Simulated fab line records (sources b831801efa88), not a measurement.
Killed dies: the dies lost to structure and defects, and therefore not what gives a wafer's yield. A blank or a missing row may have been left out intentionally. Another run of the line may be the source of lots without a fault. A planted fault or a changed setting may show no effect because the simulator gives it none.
Which of the tools did it?	flow gf180mcu	42 wafers from 14 lots sampled at 6 of the route's 602 steps

== WHAT EACH GAUGE READ, for each wafer ==
GF_HV_LDD_THK_MEAS_57.
lot	measured	on	HV_LDD_CVD_56_THK (nm)
L776	day 13 03:19	film-metro-03	90.9 90.7 90.4
L777	day 13 09:41	film-metro-03	90.3 90.4 89.6
L778	day 13 16:30	film-metro-03	89.9 89.6 90.0
L780	day 14 10:40	film-metro-04	88.0 88.2 88.9
L781	day 14 20:40	film-metro-03	88.3 89.0 88.8
L782	day 15 05:32	film-metro-03	90.2 90.1 89.8
L783	day 15 14:30	film-metro-01	90.3 90.8 90.5
L790	day 17 20:53	film-metro-01	89.9 88.8 89.0
L792	day 18 14:12	film-metro-04	89.0 88.8 88.9
L793	day 18 21:18	film-metro-03	91.1 90.4 90.8
L794	day 19 06:10	film-metro-03	90.2 90.9 90.5
L795	day 19 15:04	film-metro-01	91.8 91.7 92.1
L796	day 19 21:47	film-metro-03	90.0 89.7 90.2
L797	day 20 11:19	film-metro-03	89.9 89.8 89.6

GF_CONTACT_CD_MEAS_14: target cd 220 nm.
lot	measured	on	cd-nm (nm)
L776	day 16 19:29	cd-sem-02	218.6 218.5 217.0
L777	day 17 04:49	cd-sem-02	219.4 220.2 220.9
L778	day 17 11:22	cd-sem-02	218.2 218.7 218.7
L780	day 18 07:43	cd-sem-01	222.2 221.1 222.1
L781	day 18 19:21	cd-sem-01	219.2 219.5 218.6
L782	day 19 06:33	cd-sem-02	218.9 218.0 218.8
L783	day 19 13:20	cd-sem-01	221.4 219.3 220.6
L790	day 21 23:29	cd-sem-02	222.0 222.2 222.8
L792	day 22 15:35	cd-sem-01	220.9 222.3 220.2
L793	day 22 21:30	cd-sem-01	218.9 217.7 219.0
L794	day 23 07:18	cd-sem-01	218.9 219.3 218.8
L795	day 23 15:26	cd-sem-01	219.2 219.4 218.2
L796	day 23 20:41	cd-sem-02	219.6 218.6 218.3
L797	day 24 09:10	cd-sem-02	219.2 218.8 218.5

GF_M1_RS_MEAS_05: uses a four-point probe to measure.
lot	measured	on	M1_ALCU_RS (ohm/sq)
L776	day 16 21:00	film-metro-04	0.0704 0.0721 0.0714
L777	day 17 06:20	film-metro-02	0.0692 0.0704 0.0698
L778	day 17 13:01	film-metro-04	0.0698 0.0704 0.0705
L780	day 18 09:13	film-metro-02	0.0691 0.0703 0.0707
L781	day 18 20:52	film-metro-02	7.1254 7.0789 7.0153
L782	day 19 08:04	film-metro-03	7.2615 7.3015 7.2484
L783	day 19 14:52	film-metro-03	0.0707 0.0696 0.0702
L790	day 22 01:05	film-metro-04	0.0696 0.0689 0.0696
L792	day 22 17:12	film-metro-02	0.0697 0.0697 0.0691
L793	day 22 23:02	film-metro-02	0.0700 0.0679 0.0702
L794	day 23 08:49	film-metro-04	0.0689 0.0684 0.0694
L795	day 23 16:57	film-metro-03	0.0697 0.0697 0.0702
L796	day 23 22:13	film-metro-02	0.0704 0.0685 0.0697
L797	day 24 10:41	film-metro-04	0.0705 0.0700 0.0687

GF_M1_THK_MEAS_06: measures by xrf.
lot	measured	on	M1_ALCU_THK (nm)
L776	day 16 21:07	film-metro-04	440 432 436
L777	day 17 06:27	film-metro-02	450 443 446
L778	day 17 13:08	film-metro-04	444 440 443
L780	day 18 09:20	film-metro-02	456 448 445
L781	day 18 20:59	film-metro-02	<0 <0 <0
L782	day 19 08:10	film-metro-03	<0 <0 <0
L783	day 19 14:59	film-metro-03	444 452 448
L790	day 22 01:12	film-metro-04	446 452 444
L792	day 22 17:19	film-metro-02	450 451 455
L793	day 22 23:10	film-metro-02	450 463 449
L794	day 23 08:56	film-metro-04	455 458 451
L795	day 23 17:04	film-metro-03	450 451 451
L796	day 23 22:19	film-metro-02	445 455 447
L797	day 24 10:48	film-metro-04	445 448 457

== TOOL THAT RAN EACH LOT (tool first, then ch and the chambers of the sampled wafers, then the start) ==
lot	GF_SALICIDE_RTA_08	GF_M1_SPUTTER_02
L776	rtp-anneal-01 ch 0, day 15 20:59	pvd-sputter-03, day 16 20:53
L777	rtp-anneal-02 ch 0, day 16 04:21	pvd-sputter-03, day 17 06:14
L778	rtp-anneal-01 ch 0, day 16 11:29	pvd-sputter-03, day 17 12:55
L780	rtp-anneal-02 ch 0, day 17 07:13	pvd-sputter-03, day 18 09:08
L781	rtp-anneal-01 ch 0, day 17 18:22	pvd-sputter-03, day 18 20:47
L782	rtp-anneal-02 ch 0, day 18 04:19	pvd-sputter-04, day 19 07:56
L783	rtp-anneal-01 ch 0, day 18 12:34	pvd-sputter-04, day 19 14:46
L790	rtp-anneal-01 ch 0, day 20 23:27	pvd-sputter-02, day 22 00:58
L792	rtp-anneal-02 ch 0, day 21 16:21	pvd-sputter-02, day 22 17:07
L793	rtp-anneal-01 ch 0, day 21 23:01	pvd-sputter-03, day 22 22:57
L794	rtp-anneal-02 ch 0, day 22 08:01	pvd-sputter-04, day 23 08:44
L795	rtp-anneal-01 ch 0, day 22 15:59	pvd-sputter-04, day 23 16:52
L796	rtp-anneal-02 ch 0, day 22 21:50	pvd-sputter-02, day 23 22:05
L797	rtp-anneal-02 ch 0, day 23 10:25	pvd-sputter-04, day 24 10:35
- GF_SALICIDE_RTA_08: time 30 s.
- GF_M1_SPUTTER_02: material AlCu, target thk 450 nm, time 23.9 s.

== AS READ BY THE TOOLS THEMSELVES (means over the sampled wafers that have a number; for cases with no such wafer, the mark the record gives instead) ==
GF_SALICIDE_RTA_08.
lot	tool	lamp-power-pct (%)	wafer_temp_C_max
L776	rtp-anneal-01	15.701	803.4
L777	rtp-anneal-02	15.731	806.6
L778	rtp-anneal-01	15.713	803.2
L780	rtp-anneal-02	15.737	805.0
L781	rtp-anneal-01	15.704	802.9
L782	rtp-anneal-02	15.731	806.5
L783	rtp-anneal-01	15.697	803.4
L790	rtp-anneal-01	15.704	803.7
L792	rtp-anneal-02	15.733	807.0
L793	rtp-anneal-01	15.706	803.3
L794	rtp-anneal-02	15.731	805.4
L795	rtp-anneal-01	15.717	804.0
L796	rtp-anneal-02	15.752	805.5
L797	rtp-anneal-02	15.737	807.4

GF_M1_SPUTTER_02.
lot	tool	cathode-dc-power-W (W)	chamber-pressure-pa (Pa)	throttle-valve-pct (%)
L776	pvd-sputter-03	10600	0.4001	30.4
L777	pvd-sputter-03	10598	0.3993	30.3
L778	pvd-sputter-03	10601	0.3997	30.4
L780	pvd-sputter-03	10601	0.4003	30.6
L781	pvd-sputter-03	-	-	-
L782	pvd-sputter-04	-	-	-
L783	pvd-sputter-04	10599	0.4002	29.7
L790	pvd-sputter-02	10599	0.4000	29.9
L792	pvd-sputter-02	10602	0.3999	28.9
L793	pvd-sputter-03	10602	0.4002	30.3
L794	pvd-sputter-04	10599	0.3998	29.6
L795	pvd-sputter-04	10599	0.4001	30.3
L796	pvd-sputter-02	10600	0.4005	28.7
L797	pvd-sputter-04	10599	0.4002	30.7

== THE ANSWER, worked out from the rows above alone ==
Rule: the lots themselves supply what counts as usual. The widest of any qualifying gaps counts: lots, ordered by their means at a reading, are off when they make up no more than a third of the lots, leave a main group of 4 or more, and stand apart from it by 3 or more times the standard deviation of that group's means. A main group is skipped when, at the precision printed for the reading in the tables above, its means are all equal. A lot without any number at a reading at which 4 lots or more have one is off too. The other lots that the step has rows for count as sound. The gauges are gone through in route order, then the tools' own readings, and for those a lot's mean is taken as printed above. At the first step where some lot is off, the reading lying furthest off is the one used; lots without a number count as furthest.
Off: at GF_M1_RS_MEAS_05 (M1_ALCU_RS), L781, L782. For the main group the mean is 0.0698 ohm/sq and the standard deviation 0.00058.
If a tool, at a process step before that reading, ran all the lots that are off and no sound lot after the first of them, it fits. Not tried: the gauges at GF_M1_RS_MEAS_05; whatever is off there is also off at GF_M1_SPUTTER_02, on other tools, and gauge error can't account for it. Of those tried, none fits.

== WHAT THE SIMULATOR HAD INSERTED ==
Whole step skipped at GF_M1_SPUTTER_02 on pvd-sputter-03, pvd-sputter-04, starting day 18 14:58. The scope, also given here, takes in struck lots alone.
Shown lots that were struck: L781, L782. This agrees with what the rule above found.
